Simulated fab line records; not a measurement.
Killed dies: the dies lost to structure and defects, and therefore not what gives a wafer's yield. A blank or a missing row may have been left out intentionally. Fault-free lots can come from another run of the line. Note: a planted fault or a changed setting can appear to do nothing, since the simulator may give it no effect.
Chamber matching	flow gf180mcu	rieDiel-01 running GF_V5_ETCH_16: 4 sister chambers
The step etches BARC in N2/H2. 4 wafers are shown with their chamber, then 11 later ones without.

## WAFERS WITH THEIR CHAMBER
wafer	chamber	rfFwdPowerW (W)
L083.4	0	488.8
L085.5	2	495.9
L088.6	1	497.1
L089.4	3	491.0

## WAFERS WHOSE CHAMBER IS MISSING
wafer	rfFwdPowerW (W)
L089.5	491.4
L089.6	493.5
L091.1	492.3
L091.3	497.4
L091.4	488.3
L096.3	492.0
L096.4	494.1
L096.5	495.2
L097.2	493.8
L097.4	493.0
L097.6	495.3

## CHAMBER TAKEN BY EACH
wafer	from the rows above	in truth
L089.5	can't be placed: 3 or 0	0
L089.6	can't be placed: 2 or 3 or 1 or 0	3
L091.1	can't be placed: 3 or 0 or 2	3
L091.3	can't be placed: 1 or 2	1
L091.4	can't be placed: 0 or 3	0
L096.3	can't be placed: 3 or 0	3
L096.4	can't be placed: 2 or 1 or 3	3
L096.5	can't be placed: 2 or 1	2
L097.2	can't be placed: 2 or 3 or 1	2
L097.4	can't be placed: 3 or 2 or 1 or 0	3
L097.6	can't be placed: 2 or 1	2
0 of 11 placed correctly. Cannot be placed on the basis of these rows: 11; the candidates contain the true chamber in 11. Wrongly placed: 0.
How it was worked out, from the rows above alone: a wafer's distance from a chamber is the root of the sum, over the readings, of the square of ((its reading less the chamber's mean) divided by the reading's scatter). If the next closest chamber is less than 2 further off than the closest, the wafer can't be placed; otherwise it belongs to the closest. Each chamber's mean is taken over the wafers shown for it. The scatter (one wafer shown for each chamber): square how far every hidden wafer sits from the nearest shown wafer, average those squares and take the square root.
